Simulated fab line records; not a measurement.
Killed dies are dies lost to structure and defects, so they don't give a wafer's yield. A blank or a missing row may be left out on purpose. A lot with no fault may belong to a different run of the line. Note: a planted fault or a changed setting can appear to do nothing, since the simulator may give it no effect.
Comparing a struck lot with a sound one ; flow sfqLine ; 15 steps out of a route of 325
Sound: the wafers L982.2, L982.5, L982.6. Struck: wafer L992.1 (left out: L992.3, L992.5 of the same lot, which were not struck); the cause appears at the end.
At each step with rows: each side's tool, then ch and its chambers, then its first start. Under that, the readings that differ: sound wafers ; struck wafers ; difference of the means ; sigmas: that difference in standard deviations of wafers without a fault.
alike: same words and numbers on both sides, and readings whose means sit less than 2 such deviations apart. not compared: any withheld reading, any reading some wafer has no value for, any bound like >300 that may hide the same value, and any number with overlapping values for which the record gives no deviation.
A row with sigmas, a row that says differs or no value, or rows on one side alone: a step with any of these is where the two part. When numbers do not overlap yet have no deviation, they are printed without sigmas and do not part them. A reading that every wafer of one side lacks parts them only if that side has two wafers or more.

SFQ_TRILAYER_I7_VIA_STRIP_STRIP_191: strips in O2.
  sound on rieMetal-01 ch 0,1, day 79 02:56; struck on rieMetal-03 ch 1, day 83 13:56
  alike: drypumpMotorCurrentA, oesProductAu
  not compared: rfHoursCounterH
then, 8 steps without rows for these wafers: SFQ_TRILAYER_I7_VIA_STRIP_SOLV_CLEAN_192 (cleans in NMP, time 600 s); SFQ_TRILAYER_M8_LITHO_LOR_COAT_197; SFQ_TRILAYER_M8_LITHO_LOR_BAKE_198; SFQ_TRILAYER_M8_LITHO_COAT_193 (resist thk 600 nm); SFQ_TRILAYER_M8_LITHO_SOFTBAKE_199; SFQ_TRILAYER_M8_LITHO_EXPOSE_194 (exposes mask M8, target cd 2000 nm); SFQ_TRILAYER_M8_LITHO_PEB_196 (peb time 60 s); SFQ_TRILAYER_M8_LITHO_DEVELOP_195 (img clear 15 s, time 55 s).
-- the record jumps here: 3 days lie between the struck wafers' starts before and after --
SFQ_M8_OVL_MEAS_948:
  struck on overlay-02, day 86 14:46; sound on overlay-01, day 83 16:59
  alike: M8_OVL
then, 2 steps without rows for these wafers: SFQ_TRILAYER_M8_DEP_EVAP_197 (material Ti, target thk 20 nm, time 100 s); SFQ_TRILAYER_M8_DEP_EVAP_198 (material Pt, target thk 50 nm, time 250 s).
SFQ_TRILAYER_M8_DEP_EVAP_196: material Au, target thk 180 nm, time 900 s.
  struck on pvdSputter-02, day 86 15:02; sound on pvdSputter-02, day 83 17:15
reading;sound;struck;difference;sigmas
model.Au_of_TRILAYER_M8_DEP_EVAP_196.thkNm (nm);179.3 179.2 178.1;197.7;+18.8;
SFQ_M8_RS_MEAS_949: the measuring method here is four-point-probe.
  struck on filmMetro-01, day 86 15:50; sound on filmMetro-01, day 83 17:47
reading;sound;struck;difference;sigmas
M8_AU_RS (ohm/sq);0.1545 0.1548 0.1557;0.1399;-0.0151;-10
  not compared: hold
SFQ_M8_THK_MEAS_950: measures by xrf.
  struck on filmMetro-01, day 86 19:30; sound on filmMetro-01, day 83 17:54
reading;sound;struck;difference;sigmas
M8_AU_THK (nm);182.3 182.8 180.8;200.8;+18.8;+9
  not compared: hold

## WHERE THEY PART
At SFQ_M8_RS_MEAS_949 first; at SFQ_M8_THK_MEAS_950 last (within this record only).

WHY: the cause the simulator had injected
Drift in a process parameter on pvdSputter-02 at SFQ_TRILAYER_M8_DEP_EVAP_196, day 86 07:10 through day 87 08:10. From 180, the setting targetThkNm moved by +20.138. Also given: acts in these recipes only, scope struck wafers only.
